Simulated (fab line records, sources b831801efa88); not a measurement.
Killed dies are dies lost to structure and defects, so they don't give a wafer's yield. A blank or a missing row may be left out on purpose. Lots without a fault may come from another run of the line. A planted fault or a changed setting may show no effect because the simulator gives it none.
fab line records | flow sfq_line | part 1 of 2: steps 1 to 27 of 37
record lots=5 wafers=15 last_day=94
route steps=325 shown I3@144 M4@148 I4@163 JJ@178
lots that met no fault: from a run of the same line without faults
start_h: hours from the record's first day to the start of the lot's first wafer shown | wait_h: hours since the lot's step before | " the same as in the row above | L1.1+2: a row that stands for several wafers | - no value, or no start given | * or withheld: withheld | < > ~ a bound
route shown NAME@n: a module of which the file shows steps, and the number in the route of the first | usual: mean/standard deviation of fault-free wafers | same: alike in all rows | chamber/n: place in a boat | sites: the reading at each site | _std_site: their standard deviation | _edge_site: outer sites' mean less inner sites' | radius_mm: how far each site lies from the wafer's centre | mask NAME#n: copy n | behind: the tool/chamber that last shaped the wafer | hold: why the lot was held/for how many hours/how that ended | device: the transistor (n, p or np) that didn't switch | end of line: the same wafers' tests at the end of the route | a step without rows: its recipe alone | killed: dies lost to structure and defects at the first sort, not the wafer's yield | map: a wafer's dies, x killed, . not, _ none there
set.NAME: the setting as run; set.NAME@STEP: as run at that earlier step | model.NAME: the simulator's own value behind a step, which no gauge read
lots at some steps of the route; a table a step, a row a wafer
services: from which hour (start_h, from the record's first day; less than 0 if before it) a tool's chamber was out of use, for how many hours, and why
## steps
# step SFQ_TRILAYER_I3_VIA_BARC_OPEN_VIA_ETCH_121
# recipe mask_material=PR chemistry=O2 target_depth_nm=125 target=BARC source_w=500 bias_w=80 pressure_mtorr=30 time_s=41.7
# usual drypump_motor_current_A=5.4/0.42 oes_product_au=0.685/0.0045
# columns lot.wafer tool chamber start_h wait_h drypump_motor_current_A oes_product_au rf_hours_counter_h
L081.1 rie_diel-01 0 1271.68 0.0 5.6 0.685 9
L081.2 " 3 " " 5.6 0.683 8
L081.5 " 0 " " 5.7 0.683 -
L083.1 rie_diel-04 0 1276.48 0.0 5.0 0.680 9
L083.4 " 3 " " 5.4 0.682 -
L083.5 " 2 " " 4.9 0.681 -
L085.4 rie_diel-04 0 1283.68 0.0 5.0 0.694 9
L085.5 " 0 " " 5.0 0.689 -
L085.6 " 1 " " 5.9 0.688 -
L093.2 rie_diel-01 0 1341.53 0.0 5.6 0.675 10
L093.5 " 1 " " 5.4 0.681 -
L093.6 " 0 " " 5.7 0.684 -
L095.1 rie_diel-02 3 1354.73 0.0 4.9 0.688 0
L095.5 " 0 " " 5.6 0.698 -
L095.6 " 1 " " 4.9 0.686 -
# step SFQ_TRILAYER_I3_VIA_ETCH_VIA_ETCH_088
# recipe target=SiO2 stop_on=Nb mask_material=PR taper_deg=20 chemistry=CHF3 target_depth_nm=260 source_w=500 bias_w=80 pressure_mtorr=30 time_s=withheld
# usual drypump_motor_current_A=5.4/0.41 oes_product_au=0.856/0.0054
# columns lot.wafer tool chamber start_h wait_h drypump_motor_current_A oes_product_au
L081.1 rie_diel-01 0 1271.72 0.0 5.7 0.854
L081.2 " 3 " " 5.6 0.861
L081.5 " 0 " " 5.7 0.857
L083.1 rie_diel-04 0 1276.52 0.0 5.0 0.852
L083.4 " 3 " " 5.5 0.860
L083.5 " 2 " " 4.9 0.855
L085.4 rie_diel-04 0 1283.72 0.0 5.0 0.867
L085.5 " 0 " " 5.0 0.861
L085.6 " 1 " " 5.9 0.842
L093.2 rie_diel-01 0 1341.57 0.0 5.6 0.858
L093.5 " 1 " " 5.4 0.852
L093.6 " 0 " " 5.7 0.855
L095.1 rie_diel-02 3 1354.77 0.0 4.9 0.854
L095.5 " 0 " " 5.6 0.858
L095.6 " 1 " " 4.9 0.851
# step SFQ_TRILAYER_I3_VIA_STRIP_STRIP_089
# recipe gas=O2 power_w=200 platen_temp_c=40 overash_fraction=0.65 chemistry=O2 pressure_mtorr=50
# usual drypump_motor_current_A=5.4/0.35 oes_product_au=1.005/0.0085
# columns lot.wafer tool chamber start_h wait_h drypump_motor_current_A oes_product_au rf_hours_counter_h
L081.1 rie_metal-04 1 1271.83 - 5.2 1.026 130
L081.2 " 0 " " 5.3 1.003 117
L081.5 " 0 " " 5.2 1.003 -
L083.1 rie_metal-01 1 1276.63 - 5.3 1.018 103
L083.4 " 1 " " 5.4 1.010 -
L083.5 " 1 " " 5.4 1.014 -
L085.4 rie_metal-02 0 1284.03 - 5.3 1.018 -
L085.5 " 0 " " 5.3 1.006 -
L085.6 " 1 " " 6.4 0.997 -
L093.2 rie_metal-04 0 1341.68 - 5.3 0.993 128
L093.5 " 0 " " 5.2 0.997 -
L093.6 " 1 " " 5.2 0.993 -
L095.1 rie_metal-01 0 1354.88 - 5.4 1.005 43
L095.5 " 0 " " 5.4 1.003 -
L095.6 " 1 " " 5.4 1.006 -
# step SFQ_TRILAYER_I3_VIA_STRIP_SOLV_CLEAN_090
# recipe chemistry=NMP temp_c=70 time_s=600
# usual bath_guard_temp_C=69.9/0.5
# columns lot.wafer tool chamber start_h wait_h bath_guard_temp_C
L081.1 wet_bench-03 3 1272.43 0.4 69.6
L081.2 " 5 " " 70.5
L081.5 " 7 " " 68.9
L083.1 wet_bench-03 7 1277.23 0.4 68.8
L083.4 " 3 " " 69.7
L083.5 " 2 " " 69.2
L085.4 wet_bench-04 5 1284.43 0.2 68.9
L085.5 " 1 " " 69.9
L085.6 " 4 " " 70.1
L093.2 wet_bench-04 5 1342.28 0.4 68.8
L093.5 " 3 " " 69.5
L093.6 " 4 " " 70.1
L095.1 wet_bench-04 7 1355.48 0.4 70.2
L095.5 " 1 " " 69.7
L095.6 " 5 " " 68.8
# step SFQ_TRILAYER_M4_DEP_PRE_CLEAN_092
# recipe gas=Ar time_s=22.5 bias_v=250
# columns lot.wafer tool chamber start_h wait_h
L081.1+2+5 pvd_sputter-04 - 1272.61 0.0
L083.1+4+5 pvd_sputter-04 - 1277.41 0.0
L085.4+5+6 pvd_sputter-06 - 1284.63 0.0
L093.2+5+6 pvd_sputter-06 - 1342.48 0.0
L095.1+5+6 pvd_sputter-04 - 1355.66 0.0
# step SFQ_TRILAYER_M4_DEP_SPUTTER_091
# recipe material=Nb base_pressure_pa=1.33e-06 chamber_pressure_pa=0.1333 substrate_temp_c=20 resputter_cathode_voltage_v=400 target_thk_nm=200 power_w=2000 time_s=133.3
# usual throttle_valve_pct=30.5/0.96
# columns lot.wafer tool chamber start_h wait_h throttle_valve_pct
L081.1 pvd_sputter-04 - 1272.64 0.0 30.6
L081.2 " - " " 29.3
L081.5 " - " " 29.3
L083.1 pvd_sputter-04 - 1277.44 0.0 29.9
L083.4 " - " " 30.7
L083.5 " - " " 30.7
L085.4 pvd_sputter-06 - 1284.65 0.0 33.0
L085.5 " - " " 30.8
L085.6 " - " " 30.5
L093.2 pvd_sputter-06 - 1342.50 0.0 30.2
L093.5 " - " " 30.4
L093.6 " - " " 32.9
L095.1 pvd_sputter-04 - 1355.69 0.0 29.6
L095.5 " - " " 30.8
L095.6 " - " " 29.3
# step SFQ_M4_RS_MEAS_924
# recipe thk_meas_gauge=four-point-probe reads=Nb_of_TRILAYER_M4_DEP_SPUTTER_091
# usual M4_NB_RS=0.885/0.012
# columns lot.wafer tool chamber start_h wait_h M4_NB_RS[ohm/sq]
L081.1 film_metro-04 - 1272.73 0.0 0.882
L081.2 " - " " 0.880
L081.5 " - " " 0.886
L083.1 film_metro-04 - 1277.53 0.0 0.891
L083.4 " - " " 0.880
L083.5 " - " " 0.879
L085.4 film_metro-01 - 1284.81 0.1 0.874
L085.5 " - " " 0.890
L085.6 " - " " 0.886
L093.2 film_metro-04 - 1342.62 0.1 0.886
L093.5 " - " " 0.909
L093.6 " - " " 0.879
L095.1 film_metro-03 - 1355.78 0.0 0.890
L095.5 " - " " 0.894
L095.6 " - " " 0.889
# step SFQ_TRILAYER_M4_LITHO_COAT_098
# recipe resist=BARC spin_rpm=3000 resist_thk_nm=62
# columns lot.wafer tool chamber start_h wait_h
L081.1+2+5 litho_track-03 0 1272.91 0.1
L083.1+4+5 litho_track-01 0 1277.71 0.1
L085.4+5+6 litho_track-02 0 1285.08 0.2
L093.2+5+6 litho_track-03 0 1342.83 0.1
L095.1+5+6 litho_track-03 0 1355.96 0.1
# step SFQ_TRILAYER_M4_LITHO_COAT_093
# recipe resist=KrF spin_rpm=3000 resist_thk_nm=600
# columns lot.wafer tool chamber start_h wait_h
L081.1+2+5 litho_track-03 0 1273.21 0.2
L083.1+4+5 litho_track-01 0 1278.01 0.2
L085.4+5+6 litho_track-02 0 1285.38 0.2
L093.2+5+6 litho_track-03 0 1343.13 0.2
L095.1+5+6 litho_track-03 0 1356.26 0.2
# step SFQ_TRILAYER_M4_LITHO_SOFTBAKE_097
# recipe temp_c=withheld time_s=withheld resist=KrF
# columns lot.wafer tool chamber start_h wait_h
L081.1+2+5 litho_track-03 0 1273.51 0.2
L083.1+4+5 litho_track-01 0 1278.31 0.2
L085.4+5+6 litho_track-02 0 1285.60 0.2
L093.2+5+6 litho_track-03 0 1343.40 0.2
L095.1+5+6 litho_track-03 0 1356.56 0.2
# step SFQ_TRILAYER_M4_LITHO_EXPOSE_094
# recipe mask_id=M4 na=0.6 source_shape=conventional sigma_outer=0.65 target_cd_nm=500 dose_mj=14.4
# usual focus_offset_nm=-0.1/0.56
# same na=0.6
# columns lot.wafer tool chamber start_h wait_h mask focus_offset_nm
L081.1 krf_scanner-01 0 1396.19 - M4#0 -0.5
L081.2 " 0 " " M4#0 -0.3
L081.5 " 0 " " M4#0 -0.8
L083.1 krf_scanner-01 0 1403.39 - M4#0 0.0
L083.4 " 0 " " M4#0 0.1
L083.5 " 0 " " M4#0 0.9
L085.4 krf_scanner-01 0 1408.79 - M4#0 0.0
L085.5 " 0 " " M4#0 -0.5
L085.6 " 0 " " M4#0 0.4
L093.2 krf_scanner-02 0 1456.52 - M4#0 0.2
L093.5 " 0 " " M4#0 -0.7
L093.6 " 0 " " M4#0 -0.3
L095.1 krf_scanner-02 0 1469.52 - M4#0 -0.8
L095.5 " 0 " " M4#0 -0.5
L095.6 " 0 " " M4#0 0.8
# step SFQ_TRILAYER_M4_LITHO_PEB_096
# recipe peb_temp_c=115 peb_time_s=60 resist=KrF
# columns lot.wafer tool chamber start_h wait_h
L081.1+2+5 litho_track-03 0 1397.39 1.0
L083.1+4+5 litho_track-01 0 1404.59 1.0
L085.4+5+6 litho_track-03 0 1409.47 0.5
L093.2+5+6 litho_track-02 0 1457.54 0.8
L095.1+5+6 litho_track-03 0 1470.72 1.0
# step SFQ_TRILAYER_M4_LITHO_DEVELOP_095
# recipe time_s=60 resist=KrF
# columns lot.wafer tool chamber start_h wait_h
L081.1+2+5 litho_track-03 0 1397.54 0.1
L083.1+4+5 litho_track-01 0 1404.74 0.1
L085.4+5+6 litho_track-03 0 1409.62 0.1
L093.2+5+6 litho_track-02 0 1457.69 0.1
L095.1+5+6 litho_track-03 0 1470.87 0.1
# step SFQ_M4_OVL_MEAS_926
# usual M4_OVL=0/6
# columns lot.wafer tool chamber start_h wait_h M4_OVL[nm]
L081.1 overlay-01 - 1397.69 0.1 -4
L081.2 " - " " 4
L081.5 " - " " 2
L083.1 overlay-01 - 1404.89 0.1 0
L083.4 " - " " 3
L083.5 " - " " 6
L085.4 overlay-01 - 1409.71 0.1 9
L085.5 " - " " 6
L085.6 " - " " 6
L093.2 overlay-02 - 1457.82 0.1 6
L093.5 " - " " 3
L093.6 " - " " 2
L095.1 overlay-01 - 1471.02 0.1 0
L095.5 " - " " -5
L095.6 " - " " -8
# step SFQ_TRILAYER_M4_BARC_OPEN_METAL_ETCH_123
# recipe mask_material=PR chemistry=O2 target_depth_nm=125 target=BARC icp_w=600 bias_w=80 pressure_mtorr=10 time_s=41.7
# usual drypump_motor_current_A=5.5/0.39 oes_product_au=0.685/0.0045
# columns lot.wafer tool chamber start_h wait_h drypump_motor_current_A oes_product_au rf_hours_counter_h
L081.1 rie_metal-04 0 1397.73 0.0 5.2 0.687 3
L081.2 " 1 " " 5.2 0.685 7
L081.5 " 0 " " 5.3 0.674 -
L083.1 rie_metal-03 0 1404.93 0.0 5.5 0.686 41
L083.4 " 0 " " 5.5 0.685 -
L083.5 " 0 " " 5.5 0.686 -
L085.4 rie_metal-02 1 1409.75 0.0 6.4 0.689 -
L085.5 " 1 " " 6.4 0.691 -
L085.6 " 0 " " 5.3 0.696 -
L093.2 rie_metal-02 1 1457.85 0.0 6.4 0.677 15
L093.5 " 0 " " 5.3 0.683 -
L093.6 " 1 " " 6.4 0.685 -
L095.1 rie_metal-04 1 1471.05 0.0 5.2 0.679 18
L095.5 " 1 " " 5.2 0.682 -
L095.6 " 0 " " 5.3 0.683 -
# step SFQ_TRILAYER_M4_ETCH_METAL_ETCH_096
# recipe target=Nb stop_on=SiO2 mask_material=PR chemistry=Cl2/Ar target_depth_nm=240 icp_w=600 bias_w=80 pressure_mtorr=10 time_s=120
# usual drypump_motor_current_A=5.5/0.4 oes_product_au=0.897/0.008
# columns lot.wafer tool chamber start_h wait_h drypump_motor_current_A oes_product_au rf_hours_counter_h
L081.1 rie_metal-04 0 1397.79 0.0 5.2 0.900 4
L081.2 " 1 " " 5.2 0.901 7
L081.5 " 0 " " 5.3 0.900 -
L083.1 rie_metal-03 0 1404.99 0.0 5.5 0.888 41
L083.4 " 0 " " 5.5 0.900 -
L083.5 " 0 " " 5.5 0.901 -
L085.4 rie_metal-02 1 1409.83 0.1 6.4 0.901 -
L085.5 " 1 " " 6.4 0.901 -
L085.6 " 0 " " 5.3 0.893 -
L093.2 rie_metal-02 1 1457.91 0.0 6.5 0.894 15
L093.5 " 0 " " 5.3 0.883 -
L093.6 " 1 " " 6.4 0.897 -
L095.1 rie_metal-04 1 1471.11 0.0 5.2 0.905 18
L095.5 " 1 " " 5.2 0.884 -
L095.6 " 0 " " 5.2 0.889 -
# step SFQ_TRILAYER_M4_STRIP_STRIP_097
# recipe gas=O2 power_w=200 platen_temp_c=40 overash_fraction=0.65 chemistry=O2 pressure_mtorr=50
# usual drypump_motor_current_A=5.5/0.39 oes_product_au=1.000/0.0068
# columns lot.wafer tool chamber start_h wait_h drypump_motor_current_A oes_product_au rf_hours_counter_h
L081.1 rie_metal-04 0 1397.91 0.1 5.2 1.000 4
L081.2 " 1 " " 5.2 1.003 8
L081.5 " 0 " " 5.2 0.996 -
L083.1 rie_metal-03 0 1405.11 0.1 5.5 0.988 41
L083.4 " 0 " " 5.5 0.995 -
L083.5 " 0 " " 5.5 0.987 -
L085.4 rie_metal-02 1 1410.11 0.2 6.4 1.003 -
L085.5 " 1 " " 6.4 0.999 -
L085.6 " 0 " " 5.3 1.013 -
L093.2 rie_metal-02 1 1458.04 0.1 6.5 0.997 15
L093.5 " 0 " " 5.3 1.001 -
L093.6 " 1 " " 6.4 0.995 -
L095.1 rie_metal-04 1 1471.24 0.1 5.2 1.010 18
L095.5 " 1 " " 5.2 1.013 -
L095.6 " 0 " " 5.2 0.990 -
# step SFQ_TRILAYER_M4_STRIP_SOLV_CLEAN_098
# recipe chemistry=NMP temp_c=70 time_s=600
# usual bath_guard_temp_C=69.9/0.46
# columns lot.wafer tool chamber start_h wait_h bath_guard_temp_C
L081.1 wet_bench-02 0 1398.51 0.4 70.4
L081.2 " 2 " " 70.7
L081.5 " 7 " " 69.8
L083.1 wet_bench-02 1 1405.71 0.4 69.3
L083.4 " 6 " " 69.9
L083.5 " 0 " " 70.5
L085.4 wet_bench-03 5 1410.51 0.2 70.5
L085.5 " 3 " " 69.2
L085.6 " 4 " " 69.7
L093.2 wet_bench-01 2 1458.64 0.4 69.6
L093.5 " 4 " " 70.2
L093.6 " 5 " " 69.5
L095.1 wet_bench-01 3 1471.84 0.4 69.4
L095.5 " 2 " " 69.6
L095.6 " 4 " " 70.2
# step SFQ_TRILAYER_I4_DEP_PECVD_099
# recipe material=SiO2 temp_c=150 time_s=111.11 pressure_torr=2.4 rf_w=183.3 precursor=SiH4/N2O target_thk_nm=500
# usual chamber_pressure_Torr=2.400/0.0051 heater_power_w=93/12 throttle_valve_pct=25.1/1.7
# columns lot.wafer tool chamber start_h wait_h chamber_pressure_Torr heater_power_w throttle_valve_pct
L081.1 pecvd-01 1 1398.69 0.0 2.390 100 28.3
L081.2 " 0 " " 2.403 84 25.2
L081.5 " 2 " " 2.397 105 25.9
L083.1 pecvd-03 1 1405.90 0.0 2.399 81 23.0
L083.4 " 1 " " 2.403 83 23.0
L083.5 " 2 " " 2.395 70 22.4
L085.4 pecvd-01 2 1410.90 0.0 2.395 106 25.9
L085.5 " 0 " " 2.396 77 25.3
L085.6 " 1 " " 2.399 101 28.3
L093.2 pecvd-01 2 1458.83 0.0 2.395 95 25.9
L093.5 " 2 " " 2.389 100 25.8
L093.6 " 0 " " 2.413 71 25.5
L095.1 pecvd-01 0 1472.01 0.0 2.401 87 25.3
L095.5 " 1 " " 2.411 97 28.2
L095.6 " 2 " " 2.390 107 26.2
# step SFQ_TRILAYER_I4_CMP_CMP_100
# recipe material=SiO2 down_force_psi=3 platen_rpm=60 pad_velocity_m_s=0.94248
# usual motor_current_A=10.2/0.98 time_to_endpoint_s=218/8.9
# columns lot.wafer tool chamber start_h wait_h motor_current_A time_to_endpoint_s
L081.1 cmp-02 0 1402.19 3.5 7.9 213
L081.2 " 1 " " 10.8 217
L081.5 " 0 1404.19 5.4 8.5 228
L083.4 cmp-02 1 1411.19 5.2 10.8 239
L083.1 " 2 " " 11.4 213
L083.5 " 1 1413.19 7.2 10.6 246
L085.4 cmp-01 3 1420.87 9.9 9.9 217
L085.6 " 2 1422.37 11.4 10.3 211
L085.5 " 3 " " 9.9 213
L093.2 cmp-01 1 1475.25 16.4 9.8 215
L093.6 " 1 1477.25 18.3 9.9 209
L093.5 " 2 " " 9.7 213
L095.1 cmp-02 2 1483.44 11.4 11.2 198
L095.5 " 2 1485.44 13.3 11.9 215
L095.6 " 3 " " 10.9 219
# step SFQ_I4_BOW_MEAS_927
# recipe mode=bow
# usual I4_BOW=4/9.1
# columns lot.wafer tool chamber start_h wait_h I4_BOW[um]
L081.1 film_metro-02 - 1404.69 2.0 9
L081.2 " - " " 6
L081.5 " - " " 2
L083.1 film_metro-01 - 1413.69 1.5 21
L083.4 " - " " 18
L083.5 " - " " 8
L085.4 film_metro-02 - 1423.43 2.1 9
L085.5 " - " " 5
L085.6 " - " " 9
L093.2 film_metro-02 - 1478.27 2.5 -2
L093.5 " - " " -4
L093.6 " - " " -6
L095.1 film_metro-01 - 1486.44 2.5 12
L095.5 " - " " 14
L095.6 " - " " 14
# step SFQ_TRILAYER_I4_METRO_MEASURE_101
# usual thk_nm=200.2/1.1
# columns lot.wafer tool chamber start_h wait_h thk_nm
L081.1 film_metro-02 - 1404.81 0.1 201.2
L081.2 " - " " 202.3
L081.5 " - " " 201.6
L083.1 film_metro-01 - 1413.81 0.1 198.8
L083.4 " - " " 202.1
L083.5 " - " " 201.4
L085.4 film_metro-02 - 1424.09 0.6 201.3
L085.5 " - " " 199.6
L085.6 " - " " 200.2
L093.2 film_metro-02 - 1478.57 0.3 199.3
L093.5 " - " " 198.6
L093.6 " - " " 200.0
L095.1 film_metro-01 - 1486.56 0.1 197.5
L095.5 " - " " 197.6
L095.6 " - " " 200.6
# step SFQ_TRILAYER_I4_VIA_LITHO_COAT_108
# recipe resist=BARC spin_rpm=3000 resist_thk_nm=62
# columns lot.wafer tool chamber start_h wait_h
L081.1+2+5 litho_track-04 0 1406.01 1.0
L083.1+4+5 litho_track-02 0 1415.01 1.0
L085.4+5+6 litho_track-04 0 1424.84 0.6
L093.2+5+6 litho_track-04 0 1479.62 0.8
L095.1+5+6 litho_track-03 0 1487.76 1.0
# step SFQ_TRILAYER_I4_VIA_LITHO_COAT_103
# recipe resist=KrF spin_rpm=3000 resist_thk_nm=650
# columns lot.wafer tool chamber start_h wait_h
L081.1+2+5 litho_track-04 0 1406.31 0.2
L083.1+4+5 litho_track-02 0 1415.31 0.2
L085.4+5+6 litho_track-04 0 1425.14 0.2
L093.2+5+6 litho_track-04 0 1479.92 0.2
L095.1+5+6 litho_track-03 0 1488.06 0.2
# step SFQ_TRILAYER_I4_VIA_LITHO_SOFTBAKE_107
# recipe temp_c=withheld time_s=withheld resist=KrF
# columns lot.wafer tool chamber start_h wait_h
L081.1+2+5 litho_track-04 0 1406.61 0.2
L083.1+4+5 litho_track-02 0 1415.61 0.2
L085.4+5+6 litho_track-04 0 1425.36 0.2
L093.2+5+6 litho_track-04 0 1480.20 0.2
L095.1+5+6 litho_track-03 0 1488.36 0.2
# step SFQ_TRILAYER_I4_VIA_LITHO_EXPOSE_104
# recipe mask_id=I4 na=0.6 source_shape=conventional sigma_outer=0.65 target_cd_nm=700 dose_mj=21.3
# usual focus_offset_nm=0.0/0.48
# same na=0.6
# columns lot.wafer tool chamber start_h wait_h mask focus_offset_nm
L081.1 krf_scanner-02 0 1510.57 - I4#0 -0.3
L081.2 " 0 " " I4#0 0.1
L081.5 " 0 " " I4#0 0.1
L083.1 krf_scanner-02 0 1520.17 - I4#0 0.8
L083.4 " 0 " " I4#0 1.3
L083.5 " 0 " " I4#0 0.7
L085.4 krf_scanner-02 0 1527.97 - I4#0 0.3
L085.5 " 0 " " I4#0 0.2
L085.6 " 0 " " I4#0 -0.6
L093.2 krf_scanner-02 0 1574.62 - I4#0 -0.8
L093.5 " 0 " " I4#0 -0.6
L093.6 " 0 " " I4#0 0.1
L095.1 krf_scanner-02 0 1584.02 - I4#0 -0.2
L095.5 " 0 " " I4#0 -1.0
L095.6 " 0 " " I4#0 0.1
# step SFQ_TRILAYER_I4_VIA_LITHO_PEB_106
# recipe peb_temp_c=115 peb_time_s=60 resist=KrF
# columns lot.wafer tool chamber start_h wait_h
L081.1+2+5 litho_track-03 0 1511.77 1.0
L083.1+4+5 litho_track-02 0 1521.37 1.0
L085.4+5+6 litho_track-04 0 1528.64 0.5
L093.2+5+6 litho_track-03 0 1575.64 0.8
L095.1+5+6 litho_track-03 0 1585.22 1.0
